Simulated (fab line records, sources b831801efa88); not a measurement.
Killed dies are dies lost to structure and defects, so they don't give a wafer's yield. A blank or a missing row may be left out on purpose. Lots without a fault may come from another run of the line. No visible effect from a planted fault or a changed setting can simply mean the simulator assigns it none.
fab line records	flow sky130
[record] lots = 5	wafers = 15	last_day = 50
route steps=708 shown SD_P@359 RES_XHIGH@360 SALICIDE@361 LI_CONTACT@362 PAD_OPEN@708
lots that met no fault: taken from a fault-free run of the same line
start_h: hours from the record's first day to the start of the lot's first wafer shown	wait_h: hours from the lot's prior step to this one	" same as the row above	L1.1+2: several wafers, shown together as one row	- no value present, or no start provided	* or withheld: withheld	< > ~ a bound
route shown NAME@n: NAME is a module with steps in the file, n the number in the route of the first one	usual: the fault-free wafers' mean and standard deviation	same: alike in all rows	chamber/n: place in a boat	sites: per-site readings	_std_site: their standard deviation	_edge_site: inner sites' mean taken away from outer sites' mean	radius_mm: for every site, how far away it sits from the centre of the wafer	mask NAME#n: copy n	behind: tool/chamber where the wafer was last shaped	hold: the reason the lot was held/the length of the hold in hours/how it ended	device: which transistor (n, p or np) failed to switch	end of line: the same wafers' tests at the end of the route	a step with no rows: only its recipe	killed: the dies lost at the first sort to structure and to defects; this is not the yield of the wafer	map: per-die view of a wafer (x killed, . not killed, _ where there is no die)
set.NAME: the setting the step ran with; set.NAME@STEP: the setting that earlier step ran with	model.NAME: the simulator's own value behind a step, which no gauge read
certain route steps with their lots: each step a table, each wafer a row
services: a tool's chamber out of use, with start hour (start_h, from the record's first day; less than 0 if before it), hours out, and reason
[[steps]]
[step SKY_SD_N_RS_MEAS_17]
[recipe] thk_meas_gauge = four-point-probe
[usual] SD_P_RS = 147.1/0.33
lot.wafer	tool	chamber	start_h	wait_h	SD_P_RS[ohm/sq]
L966.4	film_metro-04	-	704.66	0.1	146.7
L966.5	"	-	"	"	146.6
L966.6	"	-	"	"	147.2
L969.2	film_metro-03	-	721.51	0.1	146.8
L969.5	"	-	"	"	146.9
L969.6	"	-	"	"	147.0
L970.3	film_metro-02	-	729.73	0.1	147.2
L970.4	"	-	"	"	147.5
L970.5	"	-	"	"	147.0
L981.1	film_metro-04	-	809.16	0.1	147.9
L981.3	"	-	"	"	147.6
L981.5	"	-	"	"	147.0
L983.2	film_metro-02	-	826.17	0.1	147.3
L983.3	"	-	"	"	147.1
L983.6	"	-	"	"	147.5
[step SKY_SD_N_RS_MEAS_18]
[recipe] thk_meas_gauge = four-point-probe
[usual] RES_XHIGH_RS = 333.5/1.3
lot.wafer	tool	chamber	start_h	wait_h	RES_XHIGH_RS[ohm/sq]
L966.4	film_metro-04	-	704.78	0.1	334.2
L966.5	"	-	"	"	335.4
L966.6	"	-	"	"	335.7
L969.2	film_metro-03	-	721.63	0.1	333.3
L969.5	"	-	"	"	334.6
L969.6	"	-	"	"	334.1
L970.3	film_metro-02	-	729.85	0.1	332.1
L970.4	"	-	"	"	334.0
L970.5	"	-	"	"	331.9
L981.1	film_metro-04	-	809.28	0.1	333.0
L981.3	"	-	"	"	333.1
L981.5	"	-	"	"	332.5
L983.2	film_metro-02	-	826.29	0.1	334.8
L983.3	"	-	"	"	335.6
L983.6	"	-	"	"	335.4
[step SKY_SALICIDE_CLEAN_00]
[recipe] chemistry = HF-last	time_s = 30	dilution = 100:1	dry = ipa_marangoni
[step SKY_LI_CONTACT_HDPCVD_00]
[recipe] material = PSG	target_thk_nm = 930	sigma_open_frac = 0.3	time_s = 155	temp_c = 600	sih4_flow_sccm = 60	pressure_mtorr = 6
[step SKY_LI_CONTACT_THK_MEAS_01]
[recipe] reads = PSG_of_LI_CONTACT_HDPCVD_00
[usual] LI_CONTACT_HDPCVD_THK = 933/12
lot.wafer	tool	chamber	start_h	wait_h	LI_CONTACT_HDPCVD_THK[nm]
L966.4	film_metro-02	-	704.99	0.0	946
L966.5	"	-	"	"	942
L966.6	"	-	"	"	945
L969.2	film_metro-04	-	721.86	0.1	918
L969.5	"	-	"	"	937
L969.6	"	-	"	"	934
L970.3	film_metro-03	-	730.07	0.1	938
L970.4	"	-	"	"	920
L970.5	"	-	"	"	926
L981.1	film_metro-03	-	809.52	0.1	936
L981.3	"	-	"	"	930
L981.5	"	-	"	"	928
L983.2	film_metro-03	-	826.55	0.1	918
L983.3	"	-	"	"	917
L983.6	"	-	"	"	910
[step SKY_LI_CONTACT_CMP_02]
[recipe] material = PSG	down_force_psi = 4	platen_rpm = 60	pad_velocity_m_s = 0.94248
[usual] motor_current_A = 11.8/0.48	slurry_filter_dp_kPa = 13.50/0.15	time_to_endpoint_s = 31.4/2.9
lot.wafer	tool	chamber	start_h	wait_h	motor_current_A	slurry_filter_dp_kPa	time_to_endpoint_s
L966.4	cmp-02	0	705.17	0.2	11.7	13.44	33.0
L966.5	"	1	"	"	11.9	13.28	35.6
L966.6	"	2	"	"	11.4	13.58	31.9
L969.2	cmp-01	1	722.06	0.2	12.4	13.58	30.2
L969.6	"	2	"	"	11.5	13.70	35.9
L969.5	"	3	"	"	12.5	13.51	35.9
L970.3	cmp-02	1	730.11	0.0	11.4	13.46	33.0
L970.4	"	3	"	"	11.6	13.68	27.2
L970.5	"	2	"	"	11.5	13.62	29.5
L981.3	cmp-02	3	809.63	0.1	11.5	13.54	31.9
L981.1	"	0	"	"	11.6	13.71	29.6
L981.5	"	2	"	"	12.1	13.26	29.0
L983.3	cmp-01	0	826.60	0.0	12.3	13.34	26.2
L983.2	"	2	"	"	11.5	13.30	28.4
L983.6	"	0	"	"	12.4	13.34	27.8
[step SKY_LI_CONTACT_BOW_MEAS_03]
[recipe] mode = bow
[usual] LI_CONTACT_BOW = 56/7
lot.wafer	tool	chamber	start_h	wait_h	LI_CONTACT_BOW[um]
L966.4	film_metro-03	-	705.38	0.2	52
L966.5	"	-	"	"	51
L966.6	"	-	"	"	51
L969.2	film_metro-04	-	722.23	0.1	65
L969.5	"	-	"	"	69
L969.6	"	-	"	"	59
L970.3	film_metro-04	-	730.45	0.3	55
L970.4	"	-	"	"	56
L970.5	"	-	"	"	53
L981.1	film_metro-02	-	809.88	0.1	49
L981.3	"	-	"	"	66
L981.5	"	-	"	"	68
L983.2	film_metro-04	-	826.92	0.2	56
L983.3	"	-	"	"	41
L983.6	"	-	"	"	47
[step SKY_LI_CONTACT_DEHYDRATE_04]
[recipe] temp_c = 200	time_s = 60
[step SKY_LI_CONTACT_HMDS_05]
[recipe] prime_time_s = 60	prime_temp_c = 120
[step SKY_LI_CONTACT_COAT_06]
[recipe] resist = BARC	temp_c = withheld	time_s = withheld	spin_rpm = 3000	resist_thk_nm = 60
[step SKY_LI_CONTACT_COAT_07]
[recipe] resist = KrF-thick	spin_rpm = 3000	resist_thk_nm = 450
[step SKY_LI_CONTACT_SOFTBAKE_08]
[recipe] temp_c = 100	time_s = 90	resist = KrF-thick
[step SKY_LI_CONTACT_EXPOSE_09]
[recipe] mask_id = LICM1	na = 0.8	source_shape = annular	sigma_inner = 0.55	sigma_outer = 0.85	target_cd_nm = 170	dose_mj = 38
[usual] exposure_dose_mJ_cm2 = 38.07/0.26
[same] na = 0.8
lot.wafer	tool	chamber	start_h	wait_h	mask	exposure_dose_mJ_cm2
L966.4	krf_scanner-02	0	720.12	-	LICM1#0	37.84
L966.5	"	0	"	"	LICM1#0	37.82
L966.6	"	0	"	"	LICM1#0	37.78
L969.2	krf_scanner-01	0	736.19	-	LICM1_R1#0	38.27
L969.5	"	0	"	"	LICM1_R1#0	38.33
L969.6	"	0	"	"	LICM1_R1#0	38.31
L970.3	krf_scanner-01	0	745.03	-	LICM1#0	38.30
L970.4	"	0	"	"	LICM1#0	38.34
L970.5	"	0	"	"	LICM1#0	38.32
L981.1	krf_scanner-02	0	823.23	-	LICM1#0	37.82
L981.3	"	0	"	"	LICM1#0	37.79
L981.5	"	0	"	"	LICM1#0	37.75
L983.2	krf_scanner-02	0	839.88	-	LICM1#0	37.76
L983.3	"	0	"	"	LICM1#0	37.74
L983.6	"	0	"	"	LICM1#0	37.79
[step SKY_LI_CONTACT_PEB_10]
[recipe] peb_temp_c = withheld	peb_time_s = withheld	resist = KrF-thick
[step SKY_LI_CONTACT_DEVELOP_11]
[recipe] develop_time_s = 60	resist = KrF-thick	dev_temp_c = 21.68
lot.wafer	tool	chamber	start_h	wait_h	model.LI_CONTACT.cd_nm
L966.4	litho_track-04	0	-	-	171.1
L966.5	"	0	"	"	172
L966.6	"	0	"	"	172.3
L969.2	litho_track-04	0	-	-	139.2
L969.5	"	0	"	"	138.8
L969.6	"	0	"	"	138.3
L970.3	litho_track-04	0	-	-	170.3
L970.4	"	0	"	"	171.4
L970.5	"	0	"	"	171.6
L981.1	litho_track-04	0	-	-	171.9
L981.3	"	0	"	"	170.6
L981.5	"	0	"	"	170.1
L983.2	litho_track-01	0	-	-	170.8
L983.3	"	0	"	"	170.3
L983.6	"	0	"	"	170.7
[step SKY_LI_CONTACT_CD_MEAS_12]
[recipe] target_cd_nm = 170
[usual] cd_nm = 170.3/2
lot.wafer	tool	chamber	start_h	wait_h	hold	cd_nm
L966.4	cd_sem-01	-	733.25	-	-	170.9
L966.5	"	-	"	"	-	172.0
L966.6	"	-	"	"	-	172.2
L969.2	cd_sem-01	-	749.76	-	await_dispo/0.2h/release	138.9
L969.5	"	-	"	"	await_dispo/0.2h/release	138.7
L969.6	"	-	"	"	await_dispo/0.2h/release	138.0
L969.2	cd_sem-01	-	750.25	0.5	-	139.0
L969.5	"	-	"	"	-	138.9
L969.6	"	-	"	"	-	138.5
L970.3	cd_sem-02	-	757.88	-	-	170.9
L970.4	"	-	"	"	-	171.6
L970.5	"	-	"	"	-	171.7
L981.1	cd_sem-02	-	837.26	-	-	171.8
L981.3	"	-	"	"	-	170.6
L981.5	"	-	"	"	-	169.9
L983.2	cd_sem-02	-	853.59	-	-	170.4
L983.3	"	-	"	"	-	170.5
L983.6	"	-	"	"	-	170.4
[step SKY_LI_CONTACT_OVL_MEAS_13]
[usual] LI_CONTACT_OVL = -3/5.6
lot.wafer	tool	chamber	start_h	wait_h	hold	LI_CONTACT_OVL[nm]
L966.4	overlay-01	-	733.33	0.1	-	-6
L966.5	"	-	"	"	-	1
L966.6	"	-	"	"	-	-7
L969.2	overlay-02	-	753.02	2.7	await_dispo/2.7h/release	0
L969.5	"	-	"	"	await_dispo/2.7h/release	-1
L969.6	"	-	"	"	await_dispo/2.7h/release	-6
L970.3	overlay-02	-	757.97	0.1	-	-12
L970.4	"	-	"	"	-	-16
L970.5	"	-	"	"	-	-12
L981.1	overlay-01	-	837.38	0.1	-	0
L981.3	"	-	"	"	-	-3
L981.5	"	-	"	"	-	1
L983.2	overlay-02	-	853.70	0.1	-	-1
L983.3	"	-	"	"	-	-1
L983.6	"	-	"	"	-	2
[step SKY_LI_CONTACT_ETCH_14]
[recipe] chemistry = N2/H2	target = BARC	ion_energy_ev = 200	source_w = 500	bias_w = 100	pressure_mtorr = 30	n2_flow_sccm = 100	h2_flow_sccm = 200	stop_on = SiO2	time_s = 45.9	target_depth_a = 600
[usual] drypump_motor_current_A = 5.8/0.37	oes_product_au = 0.854/0.0053	throttle_valve_pct = 13.225/0.009
lot.wafer	tool	chamber	start_h	wait_h	drypump_motor_current_A	oes_product_au	rf_hours_counter_h	throttle_valve_pct
L966.4	rie_diel-02	0	733.34	0.0	5.9	0.854	17	13.216
L966.5	"	2	"	"	5.8	0.853	-	13.228
L966.6	"	1	"	"	5.1	0.854	-	13.211
L969.2	rie_diel-02	2	753.05	0.0	5.8	0.850	4	13.213
L969.5	"	2	"	"	5.8	0.859	-	13.231
L969.6	"	1	"	"	5.1	0.858	-	13.230
L970.3	rie_diel-04	1	757.99	0.0	5.8	0.845	10	13.225
L970.4	"	0	"	"	5.6	0.853	-	13.231
L970.5	"	2	"	"	6.1	0.854	-	13.230
L981.1	rie_diel-02	2	837.42	0.0	5.8	0.852	6	13.236
L981.3	"	0	"	"	5.9	0.858	19	13.215
L981.5	"	1	"	"	5.1	0.860	-	13.224
L983.2	rie_diel-03	0	853.73	0.0	6.5	0.857	3	13.227
L983.3	"	1	"	"	5.8	0.850	19	13.240
L983.6	"	2	"	"	5.3	0.869	-	13.209
[step SKY_LI_CONTACT_ETCH_15]
[recipe] target = PSG	chemistry = C4F8/O2/Ar	stop_on = Si	taper_deg = 4.15	mask_material = KrF-thick	source_w = 1500	bias_w = 1200	pressure_mtorr = 40	c4f8_flow_sccm = withheld	O2_flow_sccm = 6	Ar_flow_sccm = 300	time_s = withheld	target_depth_a = 6000
[usual] oes_product_au = 0.847/0.0052
lot.wafer	tool	chamber	start_h	wait_h	oes_product_au	model.LI_CONTACT.cd_nm
L966.4	rie_diel-02	0	733.39	0.0	0.854	170.4
L966.5	"	2	"	"	0.846	171.6
L966.6	"	1	"	"	0.844	173
L969.2	rie_diel-02	2	753.09	0.0	0.847	138.7
L969.5	"	2	"	"	0.844	138.5
L969.6	"	1	"	"	0.857	139
L970.3	rie_diel-04	1	758.04	0.0	0.847	169.8
L970.4	"	0	"	"	0.851	171.4
L970.5	"	2	"	"	0.846	171.5
L981.1	rie_diel-02	2	837.46	0.0	0.848	170.6
L981.3	"	0	"	"	0.852	169.1
L981.5	"	1	"	"	0.845	169.6
L983.2	rie_diel-03	0	853.77	0.0	0.846	170.4
L983.3	"	1	"	"	0.843	171.3
L983.6	"	2	"	"	0.847	170.8
[step SKY_LI_CONTACT_STRIP_16]
[recipe] chemistry = O2/N2	power_w = 1400	pressure_mtorr = 1500	platen_temp_c = withheld	o2_flow_sccm = 3000	n2_flow_sccm = 300	overash_fraction = 0.5
[usual] drypump_motor_current_A = 5.9/0.32	oes_product_au = 0.377/0.0048	strip_time_to_endpoint_s = 3.522/0.029
lot.wafer	tool	chamber	start_h	wait_h	drypump_motor_current_A	oes_product_au	rf_hours_counter_h	strip_time_to_endpoint_s
L966.4	plasma_asher-04	1	733.51	-	6.3	0.382	-	3.528
L966.5	"	1	"	"	6.3	0.382	-	3.525
L966.6	"	0	"	"	5.3	0.373	-	3.505
L969.2	plasma_asher-04	0	753.32	-	5.3	0.373	1	3.562
L969.5	"	0	"	"	5.4	0.383	-	3.546
L969.6	"	1	"	"	6.3	0.378	-	3.483
L970.3	plasma_asher-01	1	758.15	-	5.4	0.378	-	3.551
L970.4	"	0	"	"	6.1	0.376	-	3.498
L970.5	"	0	"	"	6.1	0.377	-	3.455
L981.1	plasma_asher-02	0	837.55	-	6.0	0.379	41	3.555
L981.3	"	0	"	"	6.0	0.385	-	3.554
L981.5	"	1	"	"	6.0	0.372	-	3.489
L983.2	plasma_asher-04	0	853.86	-	5.3	0.380	13	3.524
L983.3	"	0	"	"	5.3	0.380	-	3.533
L983.6	"	0	"	"	5.4	0.375	-	3.564
[step SKY_PAD_OPEN_PROBE_99]
[usual] killed_at_M0_to_M3 = 43/6.6	killed_at_M4_up = 3.4/1.8	killed_at_contacts = 24/4.9	killed_at_front_end = 15/4.1	killed_at_other = 0.3/0.55	killed_dies = 85/8.8	killed_on_rim = 17/3.7	killed_open = 46/6.1	killed_short = 39/5.7
[same] gross_dies = 492	killed_at_back_side = 0
lot.wafer	tool	chamber	start_h	wait_h	hold	killed_at_M0_to_M3	killed_at_M4_up	killed_at_contacts	killed_at_front_end	killed_at_other	killed_dies	killed_on_rim	killed_open	killed_short
L966.4	prober-02	-	1120.13	0.2	-	40	3	24	17	0	84	20	44	37
L966.5	prober-02	-	1120.18	0.2	-	36	7	30	16	0	89	18	47	41
L966.6	prober-02	-	1120.23	0.2	-	46	6	18	18	0	88	25	46	42
L969.2	prober-01	-	1131.55	0.1	await_dispo/8.5h/release	37	4	271	19	0	331	30	52	30
L969.5	prober-01	-	1131.70	0.2	await_dispo/8.5h/release	37	4	281	14	0	336	33	42	39
L969.6	prober-01	-	1131.75	0.2	await_dispo/8.5h/release	38	6	266	17	1	328	33	45	41
L970.3	prober-02	-	1139.37	0.2	-	40	4	28	13	1	86	19	48	38
L970.4	prober-02	-	1139.42	0.2	-	46	4	23	18	0	91	18	50	41
L970.5	prober-02	-	1139.47	0.2	-	49	3	35	12	0	99	18	52	47
L981.1	prober-01	-	1188.28	0.1	-	48	3	18	13	1	83	13	43	40
L981.3	prober-01	-	1188.38	0.2	-	49	3	12	20	2	86	17	47	39
L981.5	prober-01	-	1188.48	0.2	-	44	4	15	17	1	81	11	44	37
L983.2	prober-01	-	1199.71	0.1	-	37	3	26	24	0	90	19	47	43
L983.3	prober-01	-	1199.76	0.2	-	39	3	28	16	1	87	20	46	41
L983.6	prober-01	-	1199.91	0.2	-	39	1	32	10	0	82	17	38	44
// killed by level:class
L966.4 VIA1:geometric_particle:open=9 LI_CONTACT:geometric_particle:open=8 POLY_GATE:geometric_particle:open=7 FIELD_ISO:geometric_particle:short=5 VIA3:geometric_particle:short=5 CONTACT:geometric_particle:short=5 CONTACT:geometric_particle:open=5 VIA1:geometric_particle:short=4
L966.5 CONTACT:geometric_particle:open=17 VIA3:geometric_particle:open=7 METAL1:geometric_particle:short=6 LI_CONTACT:geometric_particle:open=6 FIELD_ISO:geometric_particle:short=5 POLY_GATE:geometric_particle:short=5 VIA1:geometric_particle:short=5 VIA2:geometric_particle:open=5
L966.6 VIA1:geometric_particle:open=17 CONTACT:geometric_particle:open=8 SPACER:geometric_particle:open=5 CONTACT:geometric_particle:short=5 METAL2:geometric_particle:short=5 FIELD_ISO:geometric_particle:short=4 POLY_GATE:geometric_particle:short=4 METAL1:geometric_particle:short=4
L969.2 LI_CONTACT:area_expose=249 VIA1:geometric_particle:open=14 CONTACT:geometric_particle:open=10 LI_CONTACT:geometric_particle:open=6 POLY_GATE:geometric_particle:open=5 LOCAL_INTERCONNECT:geometric_particle:short=5 VIA3:geometric_particle:open=5 FIELD_ISO:geometric_particle:short=4
L969.5 LI_CONTACT:area_expose=255 CONTACT:geometric_particle:open=9 VIA3:geometric_particle:open=7 FIELD_ISO:geometric_particle:short=6 METAL1:geometric_particle:short=6 VIA2:geometric_particle:open=6 VIA1:geometric_particle:open=5 POLY_GATE:geometric_particle:open=4
L969.6 LI_CONTACT:area_expose=242 VIA1:geometric_particle:open=10 METAL1:geometric_particle:short=8 CONTACT:geometric_particle:open=8 VIA3:geometric_particle:open=6 POLY_GATE:geometric_particle:open=5 POLY_GATE:geometric_particle:short=5 LOCAL_INTERCONNECT:geometric_particle:short=5
L970.3 LI_CONTACT:geometric_particle:open=13 CONTACT:geometric_particle:open=7 VIA2:geometric_particle:open=7 VIA1:geometric_particle:short=7 VIA3:geometric_particle:open=6 LI_CONTACT:geometric_particle:short=5 POLY_GATE:geometric_particle:open=4 VIA1:geometric_particle:open=4
L970.4 LI_CONTACT:geometric_particle:open=11 VIA1:geometric_particle:open=11 VIA2:geometric_particle:open=7 VIA2:geometric_particle:short=6 FIELD_ISO:geometric_particle:short=5 FIELD_ISO:geometric_particle:open=5 CONTACT:geometric_particle:short=5 METAL2:geometric_particle:short=5
L970.5 CONTACT:geometric_particle:open=11 VIA1:geometric_particle:short=8 VIA2:geometric_particle:open=8 VIA3:geometric_particle:open=7 LI_CONTACT:geometric_particle:short=7 VIA1:geometric_particle:open=6 LI_CONTACT:geometric_particle:open=6 CONTACT:geometric_particle:short=5
L981.1 VIA1:geometric_particle:open=11 METAL2:geometric_particle:short=8 POLY_GATE:geometric_particle:open=7 VIA1:geometric_particle:short=6 CONTACT:geometric_particle:open=6 CONTACT:geometric_particle:short=5 VIA2:geometric_particle:open=5 VIA3:geometric_particle:open=5
L981.3 VIA3:geometric_particle:open=11 METAL2:geometric_particle:short=10 VIA2:geometric_particle:open=9 VIA1:geometric_particle:open=7 FIELD_ISO:geometric_particle:open=5 FIELD_ISO:geometric_particle:short=5 CONTACT:geometric_particle:open=5 METAL3:geometric_particle:short=4
L981.5 VIA1:geometric_particle:open=11 VIA2:geometric_particle:open=8 FIELD_ISO:geometric_particle:open=5 FIELD_ISO:geometric_particle:short=5 LI_CONTACT:geometric_particle:open=5 METAL1:geometric_particle:short=5 CONTACT:geometric_particle:short=5 VIA2:geometric_particle:short=5
L983.2 CONTACT:geometric_particle:open=9 VIA3:geometric_particle:open=7 VIA1:geometric_particle:open=7 FIELD_ISO:geometric_particle:short=6 POLY_GATE:geometric_particle:short=6 VIA2:geometric_particle:open=6 FIELD_ISO:geometric_particle:open=5 POLY_GATE:geometric_particle:open=5
L983.3 VIA2:geometric_particle:open=12 LI_CONTACT:geometric_particle:open=10 VIA1:geometric_particle:open=7 FIELD_ISO:geometric_particle:short=6 LOCAL_INTERCONNECT:geometric_particle:short=6 METAL1:geometric_particle:short=5 CONTACT:geometric_particle:open=5 VIA1:geometric_particle:short=5
L983.6 CONTACT:geometric_particle:open=8 VIA1:geometric_particle:open=7 LI_CONTACT:geometric_particle:short=6 LOCAL_INTERCONNECT:geometric_particle:short=6 CONTACT:geometric_particle:short=6 METAL1:geometric_particle:short=6 LI_CONTACT:geometric_particle:open=5 METAL2:geometric_particle:short=5
// map L969.5 (x killed, . not)
__________.x.x.x.x.._________
________xxxx.xx.xx.x.._______
______.....xxxxxxx...xx._____
_____..x.x...x.x.xxx.x...____
____...xx.xxxx.xxxxx..xx..___
___x..xx..x.x.xxxx.xxxxx.x.__
__..xx.xx.xxxx.xxxxxxxxx...._
_.xxx.xxxxxxx.xxxxxxxxxxx..xx
_....xxxx.xxxxxxxxxxxxxxx..xx
_.xxxxxxxxxxxxxxxxxxx.xxxx.xx
_.x..xxxxxxxxxxxxxxxxxxxxxx..
_x.xxx.xxxxxxxxxxxxxxx.xxx...
_..xxxxxxxxxxxxxxxxxxxxx.x.x.
_..x.xxxxxxxxxxxxxxxxxxxx.xx.
_...xx.xxxxxxxxxxxxxxxx.x.x..
__.xx...xxxxxxxxxxxxxx.x.x.x_
___..xxxxxxxxxxxx.xxxxx.x..__
____x.x.xxxxxxxxx..xxxx.x.___
_____x....xx..xxxx..xx.x.____
______..xx.x.x...xx...xx_____
________xx..xxx...xx.._______
__________.x...xx..._________
// map L970.5 (x killed, . not)
__________........xx_________
________....x...x..x.._______
______....xxx.x..xx....._____
_____x...x...............____
____...x.xx..x..x.........___
___....x.xx.x....x.........__
__....x....x....xx...x...x.x_
_xx...xx....xx....x..xx.x.x.x
_.x......x..x......xx....x...
_......x...x.....x..x........
_...........xx...............
_.x...x...x...x...x..x....x..
_.....x.....x..........x.....
_...........x.....x.........x
_..........x.xx....x..x......
__..x..x.......x..x....x...x_
___x.....x..x......xx....x.__
____x.......x....x....x...___
_____...x.x.......x......____
______...........x..xx.._____
________.........x..x._______
__________x...x....x_________
[[services]]
tool	chamber	start_h	hours	kind
rie_diel-02	-	683.77	0.5	repair
krf_scanner-01	-	699.37	1.0	pm
rie_diel-02	-	710.85	0.7	repair
rie_diel-04	-	712.46	0.5	repair
cmp-01	-	719.27	1.9	repair
cmp-02	-	721.81	4.7	repair
cmp-01	-	729.17	0.2	repair
plasma_asher-04	-	733.75	9.0	pm
krf_scanner-02	-	737.12	1.0	repair
cmp-01	-	741.04	4.5	repair
krf_scanner-02	-	742.93	5.0	repair
cmp-02	-	744.00	4.0	pm
cmp-01	-	746.68	4.6	repair
cmp-02	-	750.09	2.5	repair
rie_diel-04	3	753.95	9.4	repair
cmp-02	-	767.74	3.1	repair
krf_scanner-02	-	769.72	0.8	pm
krf_scanner-02	-	797.84	1.3	pm
krf_scanner-02	-	799.61	2.2	repair
krf_scanner-01	-	803.50	1.3	pm
rie_diel-02	3	808.87	12.1	repair
cmp-02	-	811.79	1.1	repair
krf_scanner-02	-	835.05	1.0	pm
cmp-02	-	847.62	1.6	repair
[[key]]
[first_sign] step = SKY_LI_CONTACT_EXPOSE_09	reading = mask	direction = changed
[effect] step = SKY_LI_CONTACT_CD_MEAS_12	reading = visit	direction = added
[effect] step = SKY_LI_CONTACT_CD_MEAS_12	reading = cd_nm	direction = down	sigmas = 16	usual = 170.3	struck = 138.5
[effect] step = SKY_PAD_OPEN_PROBE_99	reading = killed_at_contacts	direction = up	sigmas = 51	usual = 24	struck = 273
[model_effect] step = SKY_LI_CONTACT_DEVELOP_11	value = LI_CONTACT.cd_nm	without = 172.8	struck = 138.8
[model_effect] step = SKY_LI_CONTACT_ETCH_15	value = LI_CONTACT.cd_nm	without = 172.7	struck = 138.7
[more_kills_born_at] SKY_LI_CONTACT_EXPOSE_09@krf_scanner-01 = 746
met_at SKY_LI_CONTACT_EXPOSE_09
struck_wafers L969.2,L969.5,L969.6
later_rows_left_out L969.2,L969.5
tester_left_out L969
[fault] kind = wrong_mask	tool = any	chamber = -	onset_h = 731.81	steps = SKY_LI_CONTACT_EXPOSE_09	aux_copy = LICM1_R1#0	cd_offset_nm = -34	scope = struck_lots_only
// tester_left_out: of these lots the tester's yield and bins aren't shown, on N5 and GAA mostly nor the transistor test; their killed dies are dies lost to structure and defects alone, not to doping, threshold or leakage, so they don't give the yield
// later_rows_left_out: the simulator's readings of these wafers behind a module that went badly wrong aren't trusted and aren't shown, but for the sort
